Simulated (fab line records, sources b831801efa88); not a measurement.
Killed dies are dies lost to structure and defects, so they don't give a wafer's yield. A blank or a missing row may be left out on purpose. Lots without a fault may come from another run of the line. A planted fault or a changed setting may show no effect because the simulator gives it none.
Which tool did it? | flow gf180mcu | 15 lots, 45 wafers sampled, at 4 steps of a route of 602

WHAT THE GAUGES READ, wafer by wafer
GF_NWELL_OVL_MEAS_07.
lot  | measured    | on         | NWELL_OVL (nm)
L726 | day 3 13:10 | overlay-02 | -0.4 -2.3 -1.2
L728 | day 3 23:29 | overlay-02 | -1.1 -0.2 -0.1
L729 | day 4 04:14 | overlay-01 | 1.2 -0.5 1.6
L730 | day 4 09:52 | overlay-02 | -0.9 1.0 -0.7
L731 | day 4 16:10 | overlay-01 | -1.7 -2.7 -1.6
L732 | day 4 21:07 | overlay-02 | 0.7 -0.8 -1.6
L733 | day 5 02:41 | overlay-01 | 1.4 1.0 1.1
L734 | day 5 08:40 | overlay-02 | -0.5 -0.5 0.0
L735 | day 5 12:58 | overlay-01 | 0.6 0.9 -0.6
L741 | day 6 23:04 | overlay-01 | 2.0 0.5 1.5
L742 | day 7 07:10 | overlay-01 | -1.3 -1.2 0.0
L743 | day 7 08:34 | overlay-01 | 1.2 0.4 0.3
L744 | day 7 14:04 | overlay-01 | -1.1 1.4 2.1
L746 | day 8 02:22 | overlay-01 | -1.0 -1.2 0.1
L748 | day 8 16:07 | overlay-01 | 0.3 0.7 0.0

GF_VT_IMPLANT_OVL_MEAS_18.
lot  | measured     | on         | VT_IMPLANT_01_OVL (nm)
L726 | day 6 12:52  | overlay-01 | 1.9 1.4 0.5
L728 | day 7 00:37  | overlay-02 | -2.8 -0.5 -0.4
L729 | day 7 11:07  | overlay-01 | -0.7 0.6 -0.8
L730 | day 7 11:09  | overlay-01 | -1.2 1.8 1.8
L731 | day 8 01:40  | overlay-01 | 2.3 -0.2 0.3
L732 | day 8 01:43  | overlay-01 | -1.6 -0.9 -2.8
L733 | day 8 03:56  | overlay-01 | 0.7 0.4 -1.5
L734 | day 8 19:16  | overlay-01 | -2.3 -1.6 -0.2
L735 | day 8 19:59  | overlay-01 | -1.0 2.0 0.0
L741 | day 10 07:55 | overlay-02 | 1.8 0.2 2.3
L742 | day 10 20:49 | overlay-02 | -2.1 -0.6 -0.6
L743 | day 10 23:22 | overlay-01 | 0.5 0.0 0.7
L744 | day 11 05:22 | overlay-01 | -1.2 0.3 -1.0
L746 | day 11 21:45 | overlay-02 | -0.9 0.3 0.2
L748 | day 12 10:04 | overlay-02 | -2.3 0.1 0.4

WHICH TOOL RAN EACH LOT (tool, then ch and the chambers of the sampled wafers, then the start)
lot  | GF_STI_STRIP_15                     | GF_MVSD_PEB_05
L726 | plasma_asher-02 ch 0,1, day 2 08:20 | litho_track-03 ch 0, day 4 16:00
L728 | plasma_asher-02 ch 0,1, day 2 16:32 | litho_track-01 ch 0, day 5 02:00
L729 | plasma_asher-04 ch 0,1, day 2 22:10 | litho_track-02 ch 0, day 5 07:00
L730 | plasma_asher-02 ch 0,1, day 3 03:15 | litho_track-02 ch 0, day 5 14:00
L731 | plasma_asher-02 ch 0,1, day 3 08:59 | litho_track-02 ch 0, day 5 20:00
L732 | plasma_asher-04 ch 0,1, day 3 13:50 | litho_track-02, day 6 02:00
L733 | plasma_asher-02 ch 0,1, day 3 18:34 | litho_track-03, day 6 07:00
L734 | plasma_asher-02 ch 0,1, day 3 23:59 | litho_track-01, day 6 14:00
L735 | plasma_asher-04 ch 0,1, day 4 04:43 | litho_track-02 ch 0, day 6 18:00
L741 | plasma_asher-03 ch 0,1, day 5 12:14 | litho_track-03 ch 0, day 8 03:00
L742 | plasma_asher-03 ch 0,1, day 5 16:49 | litho_track-02 ch 0, day 8 16:00
L743 | plasma_asher-03 ch 0, day 5 21:32   | litho_track-03 ch 0, day 8 17:00
L744 | plasma_asher-02 ch 0,1, day 6 03:50 | litho_track-01 ch 0, day 8 23:00
L746 | plasma_asher-03 ch 0,1, day 6 14:22 | litho_track-01 ch 0, day 9 13:00
L748 | plasma_asher-02 ch 0,1, day 7 01:14 | litho_track-02 ch 0, day 10 01:00
- GF_STI_STRIP_15: strips in O2/N2.
- GF_MVSD_PEB_05

WHAT THE TOOLS THEMSELVES READ (means of the sampled wafers that have a number; where no wafer has one, the mark that the record gives instead)
GF_STI_STRIP_15.
lot  | tool            | drypump_motor_current_A (A) | heater_power_w (W) | n2_flow_sccm (sccm) | oes_product_au (a.u.) | strip_time_to_endpoint_s (s)
L726 | plasma_asher-02 | 6.7                         | 358                | 299.7               | 0.383                 | 3.69
L728 | plasma_asher-02 | 6.6                         | 354                | 299.3               | 0.382                 | 3.73
L729 | plasma_asher-04 | 5.5                         | 316                | 300.0               | 0.383                 | 3.69
L730 | plasma_asher-02 | 6.7                         | 349                | 300.5               | 0.386                 | 3.78
L731 | plasma_asher-02 | 6.6                         | 358                | 299.5               | 0.388                 | 3.73
L732 | plasma_asher-04 | 5.5                         | 296                | 299.7               | 0.382                 | 3.66
L733 | plasma_asher-02 | 6.6                         | 354                | 300.3               | 0.383                 | 3.68
L734 | plasma_asher-02 | 6.6                         | 356                | 300.5               | 0.381                 | 3.72
L735 | plasma_asher-04 | 5.5                         | 294                | 300.4               | 0.383                 | 3.75
L741 | plasma_asher-03 | 5.8                         | 336                | 298.9               | 0.384                 | 3.69
L742 | plasma_asher-03 | 5.7                         | 330                | 299.8               | 0.381                 | 3.72
L743 | plasma_asher-03 | 5.8                         | 365                | 299.9               | 0.386                 | 3.76
L744 | plasma_asher-02 | 6.6                         | 356                | 299.3               | 0.384                 | 3.66
L746 | plasma_asher-03 | 5.7                         | 336                | 300.2               | 0.381                 | 3.71
L748 | plasma_asher-02 | 6.6                         | 353                | 300.9               | 0.386                 | 3.69

GF_MVSD_PEB_05.
lot  | tool           | chill_plate_temp_C (C) | exhaust_pa (Pa)
L726 | litho_track-03 | 23.14                  | 44.9
L728 | litho_track-01 | 23.07                  | 45.6
L729 | litho_track-02 | 22.92                  | 46.0
L730 | litho_track-02 | 22.94                  | 44.9
L731 | litho_track-02 | 22.93                  | 45.7
L732 | litho_track-02 | -                      | -
L733 | litho_track-03 | -                      | -
L734 | litho_track-01 | -                      | -
L735 | litho_track-02 | 23.05                  | 44.6
L741 | litho_track-03 | 23.19                  | 45.3
L742 | litho_track-02 | 23.07                  | 46.3
L743 | litho_track-03 | 22.83                  | 44.6
L744 | litho_track-01 | 22.98                  | 45.7
L746 | litho_track-01 | 22.94                  | 45.8
L748 | litho_track-02 | 22.82                  | 45.0

THE ANSWER, worked out from the rows above alone
Rule: what is usual is taken from the lots themselves. Put in order of their means at a reading, lots are off if they are a third of the lots or fewer, leave a main group of 4 or more, and stand apart from it by a gap of 3 or more times the standard deviation of the main group's means; of several such gaps the widest counts. A main group whose means are all the same, to the digits that the tables above print for the reading, isn't used. A lot without any number at a reading at which 4 lots or more have one is off too. The other lots that the step has rows for count as sound. The gauges are gone through in route order, then the tools' own readings, and for those a lot's mean is taken as printed above. The first step at which some lot is off is used, and at that step the reading that is off furthest; a lot without a number counts as furthest.
Off: L732, L733, L734, at GF_MVSD_PEB_05 (chill_plate_temp_C). Without a number there: L732, L733, L734. The main group: mean 22.99 C, standard deviation 0.11.
A tool fits if, at that step or a process step before it, it ran every lot that is off, and no sound lot after the first of them. None of those tried fits.

WHAT THE SIMULATOR HAD PUT IN
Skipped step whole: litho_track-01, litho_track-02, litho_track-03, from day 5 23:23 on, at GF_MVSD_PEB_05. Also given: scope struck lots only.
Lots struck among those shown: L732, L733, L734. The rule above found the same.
